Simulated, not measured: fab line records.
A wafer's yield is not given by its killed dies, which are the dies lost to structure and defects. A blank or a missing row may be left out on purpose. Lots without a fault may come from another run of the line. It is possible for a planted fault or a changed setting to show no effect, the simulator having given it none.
Comparing a struck lot with a sound one || flow gf180mcu || 15 out of 602 route steps
Sound: the wafers L491.1, L491.4, L491.6. Struck: wafer L511.5. (L511.4, L511.6 of the same lot were not struck and are left out.) The cause comes at the end.
Per side, at each step with rows, come the tool, then ch with its chambers, and then its first start. Under that, the readings that differ: sound wafers || struck wafers || difference of the means || sigmas: that difference in standard deviations of wafers without a fault.
alike: words and numbers the same on both sides, and readings whose means are apart by under 2 such deviations; not compared: readings that were withheld, readings missing a value for some wafer, numbers with overlapping values and no deviation given by the record, and bounds like >300 which may hide the same value.
A row with sigmas, a row that says differs or no value, or rows on one side alone: a step with any of these is where the two part. Numbers that don't overlap but have no deviation are shown without sigmas and don't part them. A reading that every wafer of one side lacks parts them only if that side has two wafers or more.

first, 3 steps without rows for these wafers: GF_V2_EXPOSE_11 (exposes mask Via2, target cd 260 nm); GF_V2_PEB_12 (peb time 90 s); GF_V2_DEVELOP_13 (develop time 60 s).
GF_V2_CD_MEAS_14: target cd 260 nm.
  sound on cd-sem-02, day 21 04:05; struck on cd-sem-02, day 27 12:31
{"reading": "cd-nm (nm)", "sound": "259.3 259.8 258.1", "struck": 262.5, "difference": "+3.4", "sigmas": "+3"}
GF_V2_OVL_MEAS_15:
  sound on overlay-02, day 21 04:13; struck on overlay-02, day 27 12:36
  alike: V2_OVL
GF_V2_ETCH_16: etches BARC in N2/H2.
  sound on rie-diel-02 ch 1,3, day 21 04:15; struck on rie-diel-04 ch 0, day 27 12:37
  alike: drypump-motor-current-A, oes-product-au, throttle-valve-pct
GF_V2_ETCH_17: etches SiO2 in C4F8/O2/Ar, stops on TiN, target depth 630 nm.
  sound: rie-diel-02 ch 1,3; struck: rie-diel-04 ch 0
  alike: oes-product-au
GF_V2_STRIP_18: strips in O2/N2.
  sound on plasma-asher-02 ch 0,1, day 21 04:23; struck on plasma-asher-02 ch 1, day 27 12:47
  alike: drypump-motor-current-A, heater-power-w, oes-product-au, platen-temp-c
  not compared: rf-hours-counter-h
then, 2 steps without rows for these wafers: GF_V2_STRIP_19 (strips in post etch residue remover, time 1200 s); GF_V2_CLEAN_20 (cleans in DIW).
GF_V2_SPUTTER_21: material Ti, target thk 15 nm, time 80.02 s.
  sound on pvd-sputter-01, day 21 04:55; struck on pvd-sputter-03, day 27 13:19
  alike: throttle-valve-pct
GF_V2_SPUTTER_22: material TiN, target thk 10 nm, time 40 s.
  sound on pvd-sputter-01, day 21 04:58; struck on pvd-sputter-03, day 27 13:22
  alike: throttle-valve-pct
GF_V2_CVD_23: deposits W, target thk 350 nm, time 104.94 s.
  sound on cvd-w-01 ch 1, day 21 05:01; struck on cvd-w-02 ch 0, day 27 13:27
{"reading": "model.W_of_V2_CVD_23.thk-nm (nm)", "sound": "341.4 343.8 341.3", "struck": 357.6, "difference": "+15.4", "sigmas": ""}
  alike: heater-power-w
GF_V2_RS_MEAS_24: a four-point-probe measurement.
  sound on film-metro-03, day 21 05:14; struck on film-metro-01, day 27 13:35
{"reading": "V2_W_RS (ohm/sq)", "sound": "0.336 0.334 0.336", "struck": 0.320, "difference": -0.015, "sigmas": -4}
GF_PASSIVATION_PROBE_99:
  the record has rows for the sound wafers here (prober-02, day 29 17:58) and none for the struck ones

== WHERE THEY PART ==
Last at GF_PASSIVATION_PROBE_99 as far as this record goes, first at GF_V2_CD_MEAS_14.

WHY: whatever the simulator had introduced
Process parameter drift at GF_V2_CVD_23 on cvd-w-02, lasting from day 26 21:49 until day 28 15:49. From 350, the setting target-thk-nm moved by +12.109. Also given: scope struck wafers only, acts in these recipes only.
